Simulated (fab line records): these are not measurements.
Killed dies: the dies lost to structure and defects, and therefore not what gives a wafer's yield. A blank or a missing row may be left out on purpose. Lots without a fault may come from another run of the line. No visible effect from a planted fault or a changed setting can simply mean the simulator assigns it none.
A lot that was struck, set against a sound lot / flow sky130 / 15 steps out of a route of 708
Sound: wafers L639.1, L639.4, L639.6. The struck wafers were L640.1, L640.3, L640.5. The cause is given at the end.
For every step that has rows: the tool of each side, followed by ch and its chambers, followed by its first start. Under that, the readings that differ: sound wafers / struck wafers / difference of the means / sigmas: that difference in standard deviations of wafers without a fault.
alike: words and numbers the same on both sides, and readings whose means are apart by under 2 such deviations; not compared: readings that were withheld, readings missing a value for some wafer, numbers with overlapping values and no deviation given by the record, and bounds like >300 which may hide the same value.
The two part at a step that has a row with sigmas, a row that says differs or no value, or rows on one side only. Numbers that don't overlap but have no deviation are shown without sigmas and don't part them. Lack of a reading on every wafer of one side parts them only where that side has two or more wafers.

first, 5 steps without rows for these wafers: SKY_LDD_HVN_COAT_02 (resist thk 300 nm); SKY_LDD_HVN_SOFTBAKE_03 (time 60 s); SKY_LDD_HVN_EXPOSE_04 (exposes mask HVNTM, target cd 700 nm); SKY_LDD_HVN_PEB_05; SKY_LDD_HVN_DEVELOP_06 (develop time 60 s).
SKY_LDD_HVN_OVL_MEAS_07:
  sound on overlay-02, day 25 13:41; struck on overlay-02, day 25 18:54
  alike: LDD_HVN_OVL
after that, 1 step had no rows for these wafers: SKY_LDD_HVN_IMPLANT_08.
SKY_LDD_HVN_STRIP_09: strips in O2/N2.
  sound on plasma asher-03 ch 0,1, day 25 13:52; struck on plasma asher-03 ch 0,1, day 25 19:05
  alike: drypump motor current A, oes product au, strip time to endpoint s
  not compared: rf hours counter h
SKY_LDD_HVN_TW_MEAS_10:
  sound on film metro-01, day 25 13:58; struck on film metro-02, day 25 19:11
  alike: LDD_HVN_TW
then, 3 steps without rows for these wafers: SKY_LDD_HVP_DEHYDRATE_00 (time 60 s); SKY_LDD_HVP_HMDS_01 (prime time 60 s); SKY_LDD_HVP_COAT_02 (resist thk 300 nm).
SKY_LDD_HVP_SOFTBAKE_03: time 60 s.
  sound on litho track-01 ch 0, day 26 04:23; struck on litho track-02 ch 0, day 26 09:23
reading=run length s (s); sound=89.10 89.18 89.13; struck=95.09 95.10 95.24; difference=+6.01; sigmas=+38
then, 1 step without rows for these wafers: SKY_LDD_HVP_EXPOSE_04 (exposes mask HVPTM, target cd 700 nm).
-- the record jumps here: 23 days lie between the struck wafers' starts before and after (it left off in module LDD_HVP and takes up again in module PAD_OPEN, whose first step shown is number 708 of the route) --
SKY_PAD_OPEN_PROBE_99:
  sound on prober-02, day 49 07:13; struck on prober-01, day 49 08:38
reading=killed_at_M4_up; sound=6 8 7; struck=2 4 3; difference=-4; sigmas=-2
  alike: killed_at_M0_to_M3, killed at contacts, killed at front end, killed at other, killed dies, killed open, killed short

## WHERE THEY PART
Earliest at SKY_LDD_HVP_SOFTBAKE_03; latest, in this record, at SKY_PAD_OPEN_PROBE_99.

WHY: the cause the simulator had injected
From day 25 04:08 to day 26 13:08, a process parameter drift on litho track-02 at SKY_LDD_HVP_SOFTBAKE_03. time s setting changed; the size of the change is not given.
